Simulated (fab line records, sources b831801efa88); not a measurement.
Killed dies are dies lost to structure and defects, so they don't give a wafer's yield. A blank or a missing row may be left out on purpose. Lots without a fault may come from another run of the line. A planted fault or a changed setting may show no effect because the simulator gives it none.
fab line records | flow sky130
record lots=5 wafers=15 last_day=49
route steps=708 shown VIA4@660 METAL5@661 PASSIVATION@681
lots that met no fault: from a run of the same line without faults
start_h: hours from the record's first day to the start of the lot's first wafer shown | wait_h: hours since the lot's step before | " the same as in the row above | L1.1+2: a row that stands for several wafers | - no value, or no start given | * or withheld: withheld | < > ~ a bound
route shown NAME@n: a module of which the file shows steps, and the number in the route of the first | usual: mean/standard deviation of fault-free wafers | same: alike in all rows | chamber/n: place in a boat | sites: the reading at each site | _std_site: their standard deviation | _edge_site: outer sites' mean less inner sites' | radius_mm: how far each site lies from the wafer's centre | mask NAME#n: copy n | behind: the tool/chamber that last shaped the wafer | hold: why the lot was held/for how many hours/how that ended | device: the transistor (n, p or np) that didn't switch | end of line: the same wafers' tests at the end of the route | a step without rows: its recipe alone | killed: dies lost to structure and defects at the first sort, not the wafer's yield | map: a wafer's dies, x killed, . not, _ none there
set.NAME: the setting as run; set.NAME@STEP: as run at that earlier step | model.NAME: the simulator's own value behind a step, which no gauge read
lots at some steps of the route; a table a step, a row a wafer
services: from which hour (start_h, from the record's first day; less than 0 if before it) a tool's chamber was out of use, for how many hours, and why
## steps
# step SKY_VIA4_CMP_21
# recipe stop_on=SiO2 t_overpolish_s=25 down_force_psi=3.5 platen_rpm=60 target_thk_nm=0 pad_velocity_m_s=0.94248
# usual motor_current_A=11.2/0.9 overpolish_run_s=25.000/0.0082 retaining_ring_pressure_frac=1.000/0.0053 time_to_endpoint_s=124/4.9
# columns lot.wafer tool chamber start_h wait_h motor_current_A overpolish_run_s retaining_ring_pressure_frac time_to_endpoint_s
L075.1 cmp-01 0 996.93 0.1 10.0 25.004 0.995 129
L075.2 " 1 " " 12.8 24.991 1.012 128
L075.4 " 3 " " 10.0 25.011 0.998 123
L090.3 cmp-01 1 1108.94 0.1 11.9 24.997 0.995 124
L090.2 " 2 " " 11.4 24.985 1.000 124
L090.5 " 1 " " 11.8 25.003 1.001 124
L091.3 cmp-02 0 1109.58 0.1 11.8 25.002 1.000 119
L091.2 " 1 " " 11.4 24.998 0.992 128
L091.1 " 2 " " 10.9 24.996 0.996 126
L092.2 cmp-01 1 1112.23 0.0 12.2 25.002 0.993 132
L092.1 " 3 " " 10.2 24.997 0.993 126
L092.3 " 0 " " 9.8 25.003 1.006 136
L094.1 cmp-02 1 1126.83 0.1 11.7 24.990 1.006 124
L094.5 " 1 " " 11.3 24.990 1.004 125
L094.6 " 2 " " 11.5 25.011 0.994 130
# step SKY_METAL5_SPUTTER_00
# recipe material=Ti target_thk_nm=15 power_w=3000 time_s=10 chamber_pressure_pa=0.4
# usual throttle_valve_pct=30.0/0.79
# columns lot.wafer tool chamber start_h wait_h throttle_valve_pct
L075.1 pvd_sputter-02 - 997.23 0.2 29.7
L075.2 " - " " 31.3
L075.4 " - " " 29.6
L090.2 pvd_sputter-04 - 1109.19 0.1 30.0
L090.3 " - " " 31.0
L090.5 " - " " 29.3
L091.1 pvd_sputter-04 - 1109.83 0.1 29.3
L091.2 " - " " 30.2
L091.3 " - " " 30.8
L092.1 pvd_sputter-02 - 1112.53 0.1 30.8
L092.2 " - " " 31.4
L092.3 " - " " 29.5
L094.1 pvd_sputter-04 - 1127.13 0.2 30.0
L094.5 " - " " 30.1
L094.6 " - " " 30.9
# step SKY_METAL5_SPUTTER_01
# recipe material=TiN target_thk_nm=20 power_w=6500 time_s=16.7 chamber_pressure_pa=0.4
# usual throttle_valve_pct=30.0/0.79
# columns lot.wafer tool chamber start_h wait_h throttle_valve_pct
L075.1 pvd_sputter-02 - 997.26 0.0 29.7
L075.2 " - " " 31.4
L075.4 " - " " 30.0
L090.2 pvd_sputter-04 - 1109.21 0.0 29.9
L090.3 " - " " 31.0
L090.5 " - " " 29.4
L091.1 pvd_sputter-04 - 1109.85 0.0 29.0
L091.2 " - " " 30.3
L091.3 " - " " 31.0
L092.1 pvd_sputter-02 - 1112.56 0.0 31.0
L092.2 " - " " 31.4
L092.3 " - " " 29.7
L094.1 pvd_sputter-04 - 1127.16 0.0 29.8
L094.5 " - " " 30.0
L094.6 " - " " 30.7
# step SKY_METAL5_SPUTTER_02
# recipe material=AlCu target_thk_nm=1150 power_w=10600 time_s=61.2 chamber_pressure_pa=0.4
# usual throttle_valve_pct=30.0/0.82
# columns lot.wafer tool chamber start_h wait_h throttle_valve_pct
L075.1 pvd_sputter-02 - 997.28 0.0 30.0
L075.2 " - " " 31.4
L075.4 " - " " 29.9
L090.2 pvd_sputter-04 - 1109.24 0.0 30.2
L090.3 " - " " 31.1
L090.5 " - " " 29.3
L091.1 pvd_sputter-04 - 1109.88 0.0 28.8
L091.2 " - " " 30.2
L091.3 " - " " 31.2
L092.1 pvd_sputter-02 - 1112.58 0.0 30.9
L092.2 " - " " 31.6
L092.3 " - " " 29.8
L094.1 pvd_sputter-04 - 1127.18 0.0 30.2
L094.5 " - " " 30.3
L094.6 " - " " 31.1
# step SKY_METAL5_SPUTTER_03
# recipe material=Ti target_thk_nm=5 power_w=3000 time_s=3.3 chamber_pressure_pa=0.4
# usual throttle_valve_pct=30.0/0.78
# columns lot.wafer tool chamber start_h wait_h throttle_valve_pct
L075.1 pvd_sputter-02 - 997.33 0.0 29.8
L075.2 " - " " 31.3
L075.4 " - " " 29.9
L090.2 pvd_sputter-04 - 1109.29 0.0 29.9
L090.3 " - " " 30.9
L090.5 " - " " 29.5
L091.1 pvd_sputter-04 - 1109.93 0.0 28.9
L091.2 " - " " 30.0
L091.3 " - " " 30.9
L092.1 pvd_sputter-02 - 1112.63 0.0 30.8
L092.2 " - " " 31.3
L092.3 " - " " 29.8
L094.1 pvd_sputter-04 - 1127.23 0.0 29.7
L094.5 " - " " 30.0
L094.6 " - " " 31.3
# step SKY_METAL5_SPUTTER_04
# recipe material=TiN target_thk_nm=70 power_w=6500 time_s=58.3 chamber_pressure_pa=0.4
# usual throttle_valve_pct=30.0/0.81
# columns lot.wafer tool chamber start_h wait_h throttle_valve_pct
L075.1 pvd_sputter-02 - 997.35 0.0 29.8
L075.2 " - " " 31.4
L075.4 " - " " 29.7
L090.2 pvd_sputter-04 - 1109.31 0.0 29.5
L090.3 " - " " 31.1
L090.5 " - " " 29.2
L091.1 pvd_sputter-04 - 1109.95 0.0 29.2
L091.2 " - " " 29.9
L091.3 " - " " 30.9
L092.1 pvd_sputter-02 - 1112.65 0.0 30.7
L092.2 " - " " 31.4
L092.3 " - " " 29.9
L094.1 pvd_sputter-04 - 1127.25 0.0 30.1
L094.5 " - " " 30.0
L094.6 " - " " 31.0
# step SKY_METAL5_RS_MEAS_05
# recipe thk_meas_gauge=four-point-probe reads=TiN_of_METAL5_SPUTTER_04+Ti_of_METAL5_SPUTTER_03+AlCu_of_METAL5_SPUTTER_02+TiN_of_METAL5_SPUTTER_01+Ti_of_METAL5_SPUTTER_00
# usual METAL5_ALCU_RS=0.0271/0.00034
# columns lot.wafer tool chamber start_h wait_h METAL5_ALCU_RS[ohm/sq]
L075.1 film_metro-02 - 997.40 0.0 0.0269
L075.2 " - " " 0.0268
L075.4 " - " " 0.0271
L090.2 film_metro-01 - 1109.38 0.0 0.0273
L090.3 " - " " 0.0268
L090.5 " - " " 0.0271
L091.1 film_metro-03 - 1110.00 0.0 0.0273
L091.2 " - " " 0.0276
L091.3 " - " " 0.0272
L092.1 film_metro-03 - 1112.70 0.0 0.0268
L092.2 " - " " 0.0268
L092.3 " - " " 0.0269
L094.1 film_metro-01 - 1127.30 0.0 0.0273
L094.5 " - " " 0.0272
L094.6 " - " " 0.0269
# step SKY_METAL5_THK_MEAS_06
# recipe thk_meas_gauge=xrf reads=AlCu_of_METAL5_SPUTTER_02
# usual METAL5_ALCU_THK=1120/15
# columns lot.wafer tool chamber start_h wait_h METAL5_ALCU_THK[nm]
L075.1 film_metro-02 - 997.52 0.1 1106
L075.2 " - " " 1118
L075.4 " - " " 1102
L090.2 film_metro-01 - 1109.49 0.1 1108
L090.3 " - " " 1138
L090.5 " - " " 1118
L091.1 film_metro-03 - 1110.12 0.1 1110
L091.2 " - " " 1096
L091.3 " - " " 1115
L092.1 film_metro-03 - 1112.82 0.1 1134
L092.2 " - " " 1131
L092.3 " - " " 1123
L094.1 film_metro-01 - 1127.42 0.1 1116
L094.5 " - " " 1120
L094.6 " - " " 1134
# step SKY_METAL5_DEHYDRATE_07
# recipe temp_c=200 time_s=60
# usual resist_line_temp_C=22.98/0.11
# columns lot.wafer tool chamber start_h wait_h resist_line_temp_C
L075.1 litho_track-04 0 1008.59 11.1 22.99
L075.2 " 0 " " 23.05
L075.4 " 0 " " 23.02
L090.2 litho_track-03 0 1119.14 9.6 22.94
L090.3 " 0 " " 22.84
L090.5 " 0 " " 23.02
L091.1 litho_track-01 0 1120.00 9.9 23.08
L091.2 " 0 " " 23.11
L091.3 " 0 " " 23.07
L092.1 litho_track-03 0 1122.67 9.8 22.92
L092.2 " 0 " " 22.98
L092.3 " 0 " " 23.04
L094.1 litho_track-04 0 1135.99 8.6 23.07
L094.5 " 0 " " 22.95
L094.6 " 0 " " 22.97
# step SKY_METAL5_HMDS_08
# recipe prime_time_s=60 prime_temp_c=120
# usual resist_line_temp_C=22.99/0.1
# columns lot.wafer tool chamber start_h wait_h resist_line_temp_C
L075.1 litho_track-04 0 1008.74 0.1 23.11
L075.2 " 0 " " 23.13
L075.4 " 0 " " 23.07
L090.2 litho_track-03 0 1119.29 0.1 23.10
L090.3 " 0 " " 23.18
L090.5 " 0 " " 23.28
L091.1 litho_track-01 0 1120.15 0.1 23.05
L091.2 " 0 " " 22.92
L091.3 " 0 " " 22.95
L092.1 litho_track-03 0 1122.82 0.1 22.89
L092.2 " 0 " " 22.83
L092.3 " 0 " " 22.84
L094.1 litho_track-04 0 1136.14 0.1 23.14
L094.5 " 0 " " 23.03
L094.6 " 0 " " 23.08
# step SKY_METAL5_COAT_09
# recipe resist=NOVOLAK spin_rpm=3000 resist_thk_nm=1800
# usual resist_line_temp_C=23.01/0.11
# columns lot.wafer tool chamber start_h wait_h resist_line_temp_C
L075.1 litho_track-04 0 1008.89 0.1 23.11
L075.2 " 0 " " 22.94
L075.4 " 0 " " 23.02
L090.2 litho_track-03 0 1119.44 0.1 23.25
L090.3 " 0 " " 22.95
L090.5 " 0 " " 22.99
L091.1 litho_track-01 0 1120.30 0.1 23.07
L091.2 " 0 " " 23.05
L091.3 " 0 " " 23.26
L092.1 litho_track-03 0 1122.97 0.1 22.91
L092.2 " 0 " " 23.13
L092.3 " 0 " " 23.03
L094.1 litho_track-04 0 1136.29 0.1 23.11
L094.5 " 0 " " 23.10
L094.6 " 0 " " 22.91
# step SKY_METAL5_SOFTBAKE_10
# recipe temp_c=90 time_s=60 resist=NOVOLAK
# usual resist_line_temp_C=23.01/0.11
# columns lot.wafer tool chamber start_h wait_h resist_line_temp_C
L075.1 litho_track-04 0 1009.04 0.1 22.88
L075.2 " 0 " " 23.05
L075.4 " 0 " " 22.99
L090.2 litho_track-03 0 1119.59 0.1 23.10
L090.3 " 0 " " 23.00
L090.5 " 0 " " 22.93
L091.1 litho_track-01 0 1120.45 0.1 23.07
L091.2 " 0 " " 23.07
L091.3 " 0 " " 22.90
L092.1 litho_track-03 0 1123.12 0.1 23.02
L092.2 " 0 " " 23.03
L092.3 " 0 " " 22.97
L094.1 litho_track-04 0 1136.44 0.1 23.02
L094.5 " 0 " " 22.98
L094.6 " 0 " " 22.98
# step SKY_METAL5_EXPOSE_11
# recipe mask_id=MM5 na=0.6 source_shape=conventional sigma_outer=0.6 polarization=unpolarized target_cd_nm=1600 dose_mj=190
# columns lot.wafer tool chamber start_h wait_h mask
L075.1+2+4 iline_stepper-01 0 - - MM5#0
L090.2+3+5 iline_stepper-02 0 - - MM5#0
L091.1+2+3 iline_stepper-01 0 - - MM5#0
L092.1+2+3 iline_stepper-01 0 - - MM5#0
L094.1+5+6 iline_stepper-02 0 - - MM5#0
# step SKY_METAL5_PEB_12
# recipe temp_c=withheld time_s=* resist=NOVOLAK
# usual resist_line_temp_C=*
# columns lot.wafer tool chamber start_h wait_h resist_line_temp_C
L075.1 litho_track-03 0 - - *
L075.2 " 0 " " *
L075.4 " 0 " " *
L090.2 litho_track-04 0 - - *
L090.3 " 0 " " *
L090.5 " 0 " " *
L091.1 litho_track-03 0 - - *
L091.2 " 0 " " *
L091.3 " 0 " " *
L092.1 litho_track-03 0 - - *
L092.2 " 0 " " *
L092.3 " 0 " " *
L094.1 litho_track-04 0 - - *
L094.5 " 0 " " *
L094.6 " 0 " " *
# step SKY_METAL5_DEVELOP_13
# recipe resist=NOVOLAK developer=TMAH develop_time_s=60 dev_temp_c=23
# usual resist_line_temp_C=23.00/0.1
# columns lot.wafer tool chamber start_h wait_h resist_line_temp_C
L075.1 litho_track-03 0 1019.42 0.1 23.01
L075.2 " 0 " " 22.96
L075.4 " 0 " " 23.00
L090.2 litho_track-04 0 1128.47 0.1 22.78
L090.3 " 0 " " 22.95
L090.5 " 0 " " 23.02
L091.1 litho_track-03 0 1129.42 0.1 23.14
L091.2 " 0 " " 22.86
L091.3 " 0 " " 22.99
L092.1 litho_track-03 0 1132.32 0.1 23.13
L092.2 " 0 " " 23.08
L092.3 " 0 " " 23.04
L094.1 litho_track-04 0 1145.44 0.1 23.13
L094.5 " 0 " " 22.98
L094.6 " 0 " " 23.05
# step SKY_METAL5_DESCUM_14
# recipe chemistry=O2 source_power_w=150 bias_power_w=0 pressure_mtorr=10 temp_c=40 time_s=11
# usual drypump_motor_current_A=5.5/0.54 oes_product_au=1.007/0.011
# columns lot.wafer tool chamber start_h wait_h drypump_motor_current_A oes_product_au rf_hours_counter_h
L075.1 rie_metal-01 1 1019.57 0.1 6.1 0.999 11
L075.2 " 0 " " 4.9 0.989 14
L075.4 " 0 " " 4.9 0.998 -
L090.2 rie_metal-04 0 1128.59 0.1 4.6 0.994 26
L090.3 " 1 " " 5.6 0.996 -
L090.5 " 1 " " 5.7 0.995 -
L091.1 rie_metal-02 1 1129.57 0.1 6.0 1.003 15
L091.2 " 0 " " 5.5 1.024 28
L091.3 " 1 " " 6.0 0.992 -
L092.1 rie_metal-04 0 1132.47 0.1 4.6 0.997 27
L092.2 " 1 " " 5.7 1.016 14
L092.3 " 0 " " 4.6 0.999 -
L094.1 rie_metal-02 1 1145.59 0.1 6.0 1.004 17
L094.5 " 0 " " 5.5 1.024 -
L094.6 " 1 " " 6.1 1.001 -
# step SKY_METAL5_METAL_ETCH_15
# recipe target_depth_a=12600 stop_on=SiO2 over_etch_frac=0.2 time_s=252 chemistry=Cl2/BCl3 resist_sidewall_deg=86 pressure_mtorr=10 icp_w=900 bias_w=48.5 Cl2_flow_sccm=60 bcl3_flow_sccm=30
# usual drypump_motor_current_A=5.5/0.54 oes_product_au=0.894/0.0051 throttle_valve_pct=22.263/0.009
# columns lot.wafer tool chamber start_h wait_h drypump_motor_current_A oes_product_au rf_hours_counter_h throttle_valve_pct
L075.1 rie_metal-01 1 1019.60 0.0 6.1 0.895 11 22.268
L075.2 " 0 " " 4.9 0.892 14 22.270
L075.4 " 0 " " 4.9 0.899 - 22.252
L090.2 rie_metal-04 0 1128.63 0.0 4.6 0.895 26 22.265
L090.3 " 1 " " 5.7 0.893 - 22.264
L090.5 " 1 " " 5.6 0.894 - 22.268
L091.1 rie_metal-02 1 1129.60 0.0 6.1 0.897 15 22.275
L091.2 " 0 " " 5.5 0.900 28 22.268
L091.3 " 1 " " 6.1 0.895 - 22.248
L092.1 rie_metal-04 0 1132.50 0.0 4.7 0.891 27 22.270
L092.2 " 1 " " 5.7 0.897 14 22.267
L092.3 " 0 " " 4.6 0.893 - 22.266
L094.1 rie_metal-02 1 1145.63 0.0 6.1 0.897 17 22.269
L094.5 " 0 " " 5.5 0.892 - 22.272
L094.6 " 1 " " 6.1 0.897 - 22.279
# step SKY_METAL5_STRIP_16
# recipe chemistry=O2/N2 power_w=1400 pressure_mtorr=1500 platen_temp_c=withheld o2_flow_sccm=3000 n2_flow_sccm=300 overash_fraction=0.5
# usual drypump_motor_current_A=5.9/0.51 n2_flow_sccm=299.9/0.8 oes_product_au=0.711/0.0046 strip_time_to_endpoint_s=12.98/0.13
# columns lot.wafer tool chamber start_h wait_h drypump_motor_current_A n2_flow_sccm oes_product_au rf_hours_counter_h strip_time_to_endpoint_s
L075.1 plasma_asher-02 1 1019.84 0.2 6.5 300.5 0.704 123 12.99
L075.2 " 0 " " 5.3 300.2 0.711 123 13.08
L075.4 " 1 " " 6.5 300.8 0.712 - 13.04
L090.2 plasma_asher-04 1 1128.86 0.2 6.2 300.7 0.713 37 12.98
L090.3 " 1 " " 6.2 300.7 0.716 - 13.06
L090.5 " 1 " " 6.2 301.2 0.712 - 12.95
L091.1 plasma_asher-04 0 1129.84 0.2 5.3 299.0 0.720 37 13.13
L091.2 " 1 " " 6.3 300.7 0.708 37 12.94
L091.3 " 1 " " 6.3 300.4 0.703 - 13.23
L092.1 plasma_asher-04 0 1132.74 0.2 5.3 300.1 0.709 38 13.00
L092.2 " 1 " " 6.3 299.4 0.712 38 12.98
L092.3 " 0 " " 5.3 300.0 0.711 - 12.93
L094.1 plasma_asher-04 1 1145.86 0.2 6.2 299.6 0.715 39 13.12
L094.5 " 0 " " 5.3 298.7 0.713 - 12.83
L094.6 " 1 " " 6.2 299.0 0.705 - 12.97
# step SKY_METAL5_STRIP_17
# recipe chemistry=post_etch_residue_remover time_s=1200 temp_c=72.5
# usual bath_guard_temp_C=72.6/0.55
# columns lot.wafer tool chamber start_h wait_h bath_guard_temp_C
L075.1 wet_bench-01 1 1019.94 0.1 72.7
L075.2 " 1 " " 73.2
L075.4 " 1 " " 72.7
L090.2 wet_bench-03 2 1128.96 0.1 73.7
L090.3 " 2 " " 73.5
L090.5 " 2 " " 73.5
L091.1 wet_bench-04 0 1129.94 0.1 72.5
L091.2 " 0 " " 72.0
L091.3 " 0 " " 72.4
L092.1 wet_bench-01 0 1132.84 0.1 72.3
L092.2 " 0 " " 72.1
L092.3 " 0 " " 72.6
L094.1 wet_bench-04 0 1145.96 0.1 72.5
L094.5 " 0 " " 72.2
L094.6 " 0 " " 72.1
# step SKY_METAL5_CLEAN_18
# recipe chemistry=IPA time_s=180 temp_c=25
# columns lot.wafer tool chamber start_h wait_h
L075.1+2+4 wet_bench-03 0 1020.28 0.0
L090.2+3+5 wet_bench-04 1 1129.30 0.0
L091.1+2+3 wet_bench-03 3 1130.28 0.0
L092.1+2+3 wet_bench-03 1 1133.21 0.0
L094.1+5+6 wet_bench-03 3 1146.30 0.0
# step SKY_METAL5_CLEAN_19
# recipe chemistry=O3/DIW dry=n2_spin
# columns lot.wafer tool chamber start_h wait_h
L075.1+2+4 wet_bench-04 1 1020.34 0.0
L090.2+3+5 wet_bench-03 0 1129.36 0.0
L091.1+2+3 wet_bench-01 0 1130.34 0.0
L092.1+2+3 wet_bench-01 1 1133.27 0.0
L094.1+5+6 wet_bench-04 1 1146.37 0.0
# step SKY_PASSIVATION_CVD_00
# recipe material=SiO2 target_thk_nm=90 temp_c=400 time_s=withheld rf_w=600
# usual heater_power_w=593/87
# columns lot.wafer tool chamber start_h wait_h heater_power_w
L075.1 pecvd-03 0 1020.43 0.0 526
L075.2 " 2 " " 703
L075.4 " 0 " " 534
L090.2 pecvd-01 2 1129.45 0.0 528
L090.3 " 1 " " 511
L090.5 " 1 " " 512
L091.1 pecvd-02 0 1130.44 0.0 697
L091.2 " 1 " " 645
L091.3 " 2 " " 669
L092.1 pecvd-01 2 1133.37 0.0 581
L092.2 " 0 " " 542
L092.3 " 1 " " 458
L094.1 pecvd-01 0 1146.46 0.0 571
L094.5 " 2 " " 526
L094.6 " 1 " " 515
# step SKY_PASSIVATION_THK_MEAS_01
# recipe reads=SiO2_of_PASSIVATION_CVD_00
# usual PASSIVATION_CVD_00_THK=89.7/1.2
# columns lot.wafer tool chamber start_h wait_h PASSIVATION_CVD_00_THK[nm]
L075.1 film_metro-02 - 1020.46 - 88.9
L075.2 " - " " 89.3
L075.4 " - " " 90.9
L090.2 film_metro-02 - 1129.48 - 86.6
L090.3 " - " " 88.5
L090.5 " - " " 89.7
L091.1 film_metro-04 - 1130.46 - 89.5
L091.2 " - " " 89.2
L091.3 " - " " 90.5
L092.1 film_metro-04 - 1133.39 - 86.8
L092.2 " - " " 89.1
L092.3 " - " " 87.2
L094.1 film_metro-04 - 1146.49 - 89.7
L094.5 " - " " 88.3
L094.6 " - " " 89.6
# step SKY_PASSIVATION_CVD_02
# recipe material=Si3N4 target_thk_nm=540 temp_c=400 time_s=withheld rf_w=450
# usual heater_power_w=677/94
# columns lot.wafer tool chamber start_h wait_h heater_power_w
L075.1 pecvd-02 2 1020.52 0.1 716
L075.2 " 1 " " 671
L075.4 " 1 " " 702
L090.2 pecvd-02 2 1129.53 0.0 651
L090.3 " 0 " " 799
L090.5 " 0 " " 850
L091.1 pecvd-03 1 1130.52 0.1 674
L091.2 " 0 " " 713
L091.3 " 1 " " 707
L092.1 pecvd-02 1 1133.45 0.1 780
L092.2 " 2 " " 658
L092.3 " 0 " " 764
L094.1 pecvd-02 2 1146.55 0.1 716
L094.5 " 0 " " 801
L094.6 " 2 " " 641
# step SKY_PASSIVATION_THK_MEAS_03
# recipe reads=Si3N4_of_PASSIVATION_CVD_02
# usual PASSIVATION_CVD_02_THK=540/7.1
# columns lot.wafer tool chamber start_h wait_h PASSIVATION_CVD_02_THK[nm]
L075.1 film_metro-04 - 1020.75 - 530
L075.2 " - " " 530
L075.4 " - " " 539
L090.2 film_metro-01 - 1129.77 - 531
L090.3 " - " " 535
L090.5 " - " " 540
L091.1 film_metro-01 - 1130.86 - 533
L091.2 " - " " 533
L091.3 " - " " 539
L092.1 film_metro-01 - 1133.68 - 543
L092.2 " - " " 533
L092.3 " - " " 536
L094.1 film_metro-01 - 1146.88 - 532
L094.5 " - " " 538
L094.6 " - " " 540
# step SKY_PASSIVATION_DEHYDRATE_04
# recipe temp_c=200 time_s=60
# usual resist_line_temp_C=23.00/0.13
# columns lot.wafer tool chamber start_h wait_h resist_line_temp_C
L075.1 litho_track-02 0 1031.69 10.9 23.02
L075.2 " 0 " " 22.97
L075.4 " 0 " " 23.02
L090.2 litho_track-04 0 1138.52 8.7 22.89
L090.3 " 0 " " 22.78
L090.5 " 0 " " 22.98
L091.1 litho_track-03 0 1140.17 9.3 22.98
L091.2 " 0 " " 22.88
L091.3 " 0 " " 22.93
L092.1 litho_track-03 0 1142.67 9.0 23.17
L092.2 " 0 " " 22.97
L092.3 " 0 " " 23.04
L094.1 litho_track-04 0 1154.54 7.6 23.10
L094.5 " 0 " " 22.97
L094.6 " 0 " " 22.97
# step SKY_PASSIVATION_HMDS_05
# recipe prime_time_s=60 prime_temp_c=120
# usual resist_line_temp_C=22.96/0.11
# columns lot.wafer tool chamber start_h wait_h resist_line_temp_C
L075.1 litho_track-02 0 1031.84 0.1 23.05
L075.2 " 0 " " 23.09
L075.4 " 0 " " 23.03
L090.2 litho_track-04 0 1138.67 0.1 22.88
L090.3 " 0 " " 23.00
L090.5 " 0 " " 22.93
L091.1 litho_track-03 0 1140.32 0.1 23.12
L091.2 " 0 " " 22.96
L091.3 " 0 " " 23.17
L092.1 litho_track-03 0 1142.82 0.1 22.98
L092.2 " 0 " " 22.90
L092.3 " 0 " " 22.98
L094.1 litho_track-04 0 1154.69 0.1 23.01
L094.5 " 0 " " 23.10
L094.6 " 0 " " 22.90
# step SKY_PASSIVATION_COAT_06
# recipe spin_rpm=2000 resist_thk_nm=3000
# usual resist_line_temp_C=23.02/0.11
# columns lot.wafer tool chamber start_h wait_h resist_line_temp_C
L075.1 litho_track-02 0 1031.99 0.1 23.10
L075.2 " 0 " " 23.13
L075.4 " 0 " " 23.01
L090.2 litho_track-04 0 1138.82 0.1 23.07
L090.3 " 0 " " 22.97
L090.5 " 0 " " 23.08
L091.1 litho_track-03 0 1140.47 0.1 23.25
L091.2 " 0 " " 23.35
L091.3 " 0 " " 23.24
L092.1 litho_track-03 0 1142.97 0.1 22.91
L092.2 " 0 " " 23.08
L092.3 " 0 " " 23.13
L094.1 litho_track-04 0 1154.84 0.1 23.09
L094.5 " 0 " " 22.86
L094.6 " 0 " " 22.96
# step SKY_PASSIVATION_SOFTBAKE_07
# recipe temp_c=110 time_s=withheld
# usual resist_line_temp_C=23.01/0.1
# columns lot.wafer tool chamber start_h wait_h resist_line_temp_C
L075.1 litho_track-02 0 1032.14 0.1 22.80
L075.2 " 0 " " 22.91
L075.4 " 0 " " 22.90
L090.2 litho_track-04 0 1138.97 0.1 22.90
L090.3 " 0 " " 22.98
L090.5 " 0 " " 22.83
L091.1 litho_track-03 0 1140.62 0.1 23.10
L091.2 " 0 " " 22.90
L091.3 " 0 " " 23.19
L092.1 litho_track-03 0 1143.12 0.1 22.87
L092.2 " 0 " " 22.94
L092.3 " 0 " " 22.79
L094.1 litho_track-04 0 1154.99 0.1 23.03
L094.5 " 0 " " 23.00
L094.6 " 0 " " 22.99
# step SKY_PASSIVATION_EXPOSE_08
# recipe mask_id=NSM target_cd_nm=3000 na=0.57 dose_mj=260
# columns lot.wafer tool chamber start_h wait_h mask
L075.1+2+4 iline_stepper-01 0 - - NSM#0
L090.2+3+5 iline_stepper-01 0 - - NSM#0
L091.1+2+3 iline_stepper-01 0 - - NSM#0
L092.1+2+3 iline_stepper-01 0 - - NSM#0
L094.1+5+6 iline_stepper-01 0 - - NSM#0
# step SKY_PASSIVATION_PEB_09
# recipe temp_c=115 time_s=withheld
# usual resist_line_temp_C=23.01/0.097
# columns lot.wafer tool chamber start_h wait_h resist_line_temp_C
L075.1 litho_track-04 0 - - 22.79
L075.2 " 0 " " 23.01
L075.4 " 0 " " 22.97
L090.2 litho_track-03 0 - - 23.05
L090.3 " 0 " " 23.12
L090.5 " 0 " " 23.08
L091.1 litho_track-02 0 - - 22.95
L091.2 " 0 " " 22.76
L091.3 " 0 " " 22.77
L092.1 litho_track-04 0 - - 23.02
L092.2 " 0 " " 23.03
L092.3 " 0 " " 22.97
L094.1 litho_track-04 0 - - 23.22
L094.5 " 0 " " 22.97
L094.6 " 0 " " 23.29
# step SKY_PASSIVATION_DEVELOP_10
# recipe develop_time_s=60 dev_temp_c=23
# usual resist_line_temp_C=23.02/0.11
# columns lot.wafer tool chamber start_h wait_h resist_line_temp_C
L075.1 litho_track-04 0 - - 23.00
L075.2 " 0 " " 22.91
L075.4 " 0 " " 23.00
L090.2 litho_track-03 0 - - 23.02
L090.3 " 0 " " 23.09
L090.5 " 0 " " 23.01
L091.1 litho_track-02 0 - - 23.04
L091.2 " 0 " " 23.09
L091.3 " 0 " " 23.03
L092.1 litho_track-04 0 - - 22.98
L092.2 " 0 " " 22.90
L092.3 " 0 " " 22.99
L094.1 litho_track-04 0 - - 23.03
L094.5 " 0 " " 23.00
L094.6 " 0 " " 22.93
# step SKY_PASSIVATION_ETCH_11
# recipe chemistry=CF4/O2 target_depth_nm=725 stop_on=AlCu source_w=800 bias_w=150 pressure_mtorr=150 cf4_flow_sccm=80 O2_flow_sccm=10 time_s=161.1
# usual drypump_motor_current_A=5.8/0.47 oes_product_au=0.978/0.0073 throttle_valve_pct=5.965/0.0098
# columns lot.wafer tool chamber start_h wait_h drypump_motor_current_A oes_product_au rf_hours_counter_h throttle_valve_pct
L075.1 rie_diel-01 2 1042.54 - 6.1 0.969 0 5.960
L075.2 " 0 " " 6.5 0.977 12 5.957
L075.4 " 0 " " 6.5 0.985 - 5.960
L090.2 rie_diel-01 1 1148.32 - 5.1 0.971 17 5.962
L090.3 " 0 " " 6.5 0.975 15 5.959
L090.5 " 1 " " 5.2 0.981 - 5.974
L091.1 rie_diel-01 0 1149.64 - 6.5 0.975 15 5.979
L091.2 " 1 " " 5.2 0.975 17 5.954
L091.3 " 3 " " 5.8 0.980 4 5.980
L092.1 rie_diel-01 3 1151.64 - 5.8 0.975 4 5.969
L092.2 " 2 " " 6.1 0.978 4 5.949
L092.3 " 1 " " 5.2 0.975 17 5.970
L094.1 rie_diel-04 0 1164.24 - 6.2 0.970 10 5.960
L094.5 " 2 " " 6.3 0.966 - 5.975
L094.6 " 1 " " 5.6 0.982 - 5.974
## services
# columns tool chamber start_h hours kind
iline_stepper-01 - 978.98 6.3 repair
rie_metal-02 0 982.48 9.1 repair
pvd_sputter-02 - 990.04 1.2 repair
plasma_asher-04 - 1002.46 14.6 pm
cmp-01 - 1008.61 5.6 repair
pecvd-01 - 1012.18 2.6 repair
wet_bench-04 - 1027.08 0.9 repair
iline_stepper-01 - 1033.48 1.7 pm
wet_bench-04 - 1034.76 1.8 repair
wet_bench-04 - 1036.76 7.4 repair
pvd_sputter-02 - 1041.37 15.8 repair
wet_bench-04 - 1049.13 12.1 repair
iline_stepper-01 - 1053.93 4.3 repair
cmp-01 - 1063.87 0.4 repair
rie_metal-04 - 1066.26 0.5 repair
rie_diel-01 0 1073.14 1.3 repair
cmp-01 - 1084.12 4.0 pm
rie_diel-01 2 1118.79 7.4 repair
pvd_sputter-04 - 1129.24 1.5 repair
rie_diel-01 0 1136.30 2.2 repair
pecvd-02 1 1146.18 5.0 repair
iline_stepper-01 - 1155.36 0.9 repair
rie_diel-01 3 1156.41 7.4 repair
rie_diel-01 2 1161.76 12.5 repair
## key
fault none
